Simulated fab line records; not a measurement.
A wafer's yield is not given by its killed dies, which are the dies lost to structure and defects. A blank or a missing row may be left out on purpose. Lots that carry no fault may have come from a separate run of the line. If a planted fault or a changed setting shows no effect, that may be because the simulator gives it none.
A lot that was struck, set against a sound lot + flow sky130 + 42 out of 708 route steps
Sound: the wafers L694.1, L694.2, L694.6. Wafers L708.4, L708.5, L708.6 were the ones struck. The cause comes at the end.
At each step with rows: each side's tool, then ch and its chambers, then its first start. Under that, the readings that differ: sound wafers + struck wafers + difference of the means + sigmas: that difference in standard deviations of wafers without a fault.
alike: words and numbers the same on both sides, and readings whose means are apart by under 2 such deviations; not compared: readings that were withheld, readings missing a value for some wafer, numbers with overlapping values and no deviation given by the record, and bounds like >300 which may hide the same value.
A row with sigmas, a row that says differs or no value, or rows on one side alone: a step with any of these is where the two part. Numbers that don't overlap but have no deviation are shown without sigmas and don't part them. Lack of a reading on every wafer of one side parts them only where that side has two or more wafers.

first, 2 steps without rows for these wafers: SKY_NWELL_IMPLANT_12; SKY_NWELL_IMPLANT_13.
SKY_NWELL_STRIP_14: strips in O2/N2.
  sound on plasma_asher-02 ch 0,1, day 5 03:54; struck on plasma_asher-04 ch 0,1, day 8 09:35
  alike: drypump_motor_current_A, oes_product_au, strip_time_to_endpoint_s
  not compared: rf_hours_counter_h
SKY_NWELL_TW_MEAS_15:
  sound: film_metro-04 at day 5 04:00; struck: film_metro-03 at day 8 09:41
  alike: NWELL_TW
then, 7 steps without rows for these wafers: SKY_NWELL_DEHYDRATE_16 (time 60 s); SKY_NWELL_HMDS_17 (prime time 60 s); SKY_NWELL_COAT_18 (resist thk 3000 nm); SKY_NWELL_SOFTBAKE_19; SKY_NWELL_EXPOSE_20 (exposes mask NWM COMPLEMENT, target cd 840 nm); SKY_NWELL_PEB_21; SKY_NWELL_DEVELOP_22 (develop time 60 s).
SKY_NWELL_OVL_MEAS_23:
  sound: overlay-01 at day 5 22:05; struck: overlay-01 at day 9 06:43
| reading           | sound       | struck         | difference | sigmas |
|-------------------|-------------|----------------|------------|--------|
| NWELL_01_OVL (nm) | 3.9 2.4 2.5 | -0.5 -2.8 -2.0 | -4.7       | -4     |
SKY_NWELL_IMPLANT_24:
  sound on implanter-01 ch 0, day 5 22:08; struck on implanter-01 ch 0, day 9 06:48
  alike: end_station_pressure_torr, faraday_current_uA
SKY_NWELL_STRIP_25: strips in O2/N2.
  sound on plasma_asher-01 ch 0,1, day 5 22:17; struck on plasma_asher-04 ch 0,1, day 9 06:55
  alike: drypump_motor_current_A, oes_product_au, strip_time_to_endpoint_s
  not compared: rf_hours_counter_h
SKY_NWELL_TW_MEAS_26:
  sound: film_metro-03 at day 5 22:23; struck: film_metro-02 at day 9 07:01
| reading    | sound       | struck      | difference | sigmas |
|------------|-------------|-------------|------------|--------|
| NWELL_2_TW | 506 502 505 | 491 490 488 | -15        | -3     |
then, 1 step without rows for these wafers: SKY_NWELL_CLEAN_27 (cleans in SC1/SC2, time 150 s).
SKY_NWELL_RTA_28: time 30 s.
  sound on rtp_anneal-01 ch 0, day 5 22:32; struck on rtp_anneal-01 ch 0, day 9 07:11
  alike: lamp_power_pct, ramp_up_c_per_s, wafer_temp_C_max
SKY_NWELL_RS_MEAS_29: measures by four-point-probe.
  sound: film_metro-03 at day 5 22:44; struck: film_metro-04 at day 9 07:21
  alike: NWELL_RS
SKY_NWELL_RS_MEAS_31: measures by four-point-probe.
  sound: film_metro-03 at day 5 22:59; struck: film_metro-04 at day 9 07:35
  alike: PWDE_RS
then, 7 steps without rows for these wafers: SKY_VT_ADJUST_HVTP_DEHYDRATE_00 (time 60 s); SKY_VT_ADJUST_HVTP_HMDS_01 (prime time 60 s); SKY_VT_ADJUST_HVTP_COAT_02 (resist thk 1140 nm); SKY_VT_ADJUST_HVTP_SOFTBAKE_03 (time 60 s); SKY_VT_ADJUST_HVTP_EXPOSE_04 (exposes mask HVTPM, target cd 380 nm); SKY_VT_ADJUST_HVTP_PEB_05; SKY_VT_ADJUST_HVTP_DEVELOP_06 (develop time 59.14 s).
SKY_VT_ADJUST_HVTP_CD_MEAS_07: target cd 380 nm.
  sound: cd_sem-01 at day 6 16:07; struck: cd_sem-02 at day 10 06:24
  alike: cd_nm
SKY_VT_ADJUST_HVTP_OVL_MEAS_08:
  sound: overlay-01 at day 6 16:14; struck: overlay-02 at day 10 06:29
  alike: VT_ADJUST_HVTP_OVL
following that, these wafers have no rows for 1 step: SKY_VT_ADJUST_HVTP_IMPLANT_09.
SKY_VT_ADJUST_HVTP_STRIP_10: strips in O2/N2.
  sound on plasma_asher-03 ch 0,1, day 6 16:25; struck on plasma_asher-02 ch 0,1, day 10 06:41
  alike: drypump_motor_current_A, oes_product_au, strip_time_to_endpoint_s
  not compared: rf_hours_counter_h
SKY_VT_ADJUST_HVTP_TW_MEAS_11:
  sound: film_metro-04 at day 6 16:31; struck: film_metro-01 at day 10 06:47
  alike: VT_ADJUST_HVTP_TW
then, 7 steps without rows for these wafers: SKY_VT_ADJUST_LVTN_DEHYDRATE_00 (time 60 s); SKY_VT_ADJUST_LVTN_HMDS_01 (prime time 60 s); SKY_VT_ADJUST_LVTN_COAT_02 (resist thk 3000 nm); SKY_VT_ADJUST_LVTN_SOFTBAKE_03; SKY_VT_ADJUST_LVTN_EXPOSE_04 (exposes mask NWM COMPLEMENT LESS NATIVE, target cd 840 nm); SKY_VT_ADJUST_LVTN_PEB_05; SKY_VT_ADJUST_LVTN_DEVELOP_06 (develop time 60 s).
SKY_VT_ADJUST_LVTN_OVL_MEAS_07:
  sound: overlay-02 at day 7 12:57; struck: overlay-01 at day 11 05:50
  alike: VT_ADJUST_LVTN_OVL
following that, these wafers have no rows for 1 step: SKY_VT_ADJUST_LVTN_IMPLANT_08.
SKY_VT_ADJUST_LVTN_STRIP_09: strips in O2/N2.
  sound on plasma_asher-03 ch 0,1, day 7 13:08; struck on plasma_asher-03 ch 0,1, day 11 06:02
  alike: drypump_motor_current_A, oes_product_au, strip_time_to_endpoint_s
  not compared: rf_hours_counter_h
-- the record jumps here: 39 days lie between the struck wafers' starts before and after (it left off in module VT_ADJUST_LVTN and takes up again in module PAD_OPEN, whose first step shown is number 708 of the route) --
SKY_PAD_OPEN_PROBE_99:
  sound: prober-02 at day 47 02:42; struck: prober-01 at day 49 19:23
| reading                                          | sound             | struck          | difference | sigmas |
|--------------------------------------------------|-------------------|-----------------|------------|--------|
| model.etest.res_pwell_under_gate.rs_ohm_sq_range | 79.44 36.93 25.22 | 442.8 454 449.7 | +401.6     |        |
  alike: killed_at_M0_to_M3, killed_at_M4_up, killed_at_contacts, killed_at_front_end, killed_at_other, killed_dies, killed_open, killed_short
  not compared: model.etest.tip_n_5v.rs_ohm_sq_range

## WHERE THEY PART
At SKY_NWELL_OVL_MEAS_23 first; at SKY_NWELL_TW_MEAS_26 last (within this record only). Later steps at which nothing parts them and some readings are alike: SKY_NWELL_RTA_28, SKY_NWELL_RS_MEAS_29, SKY_NWELL_RS_MEAS_31, SKY_VT_ADJUST_HVTP_CD_MEAS_07, SKY_VT_ADJUST_HVTP_OVL_MEAS_08, SKY_VT_ADJUST_HVTP_STRIP_10, SKY_VT_ADJUST_HVTP_TW_MEAS_11, SKY_VT_ADJUST_LVTN_OVL_MEAS_07, SKY_VT_ADJUST_LVTN_STRIP_09, SKY_PAD_OPEN_PROBE_99.

WHY: the cause the simulator had injected
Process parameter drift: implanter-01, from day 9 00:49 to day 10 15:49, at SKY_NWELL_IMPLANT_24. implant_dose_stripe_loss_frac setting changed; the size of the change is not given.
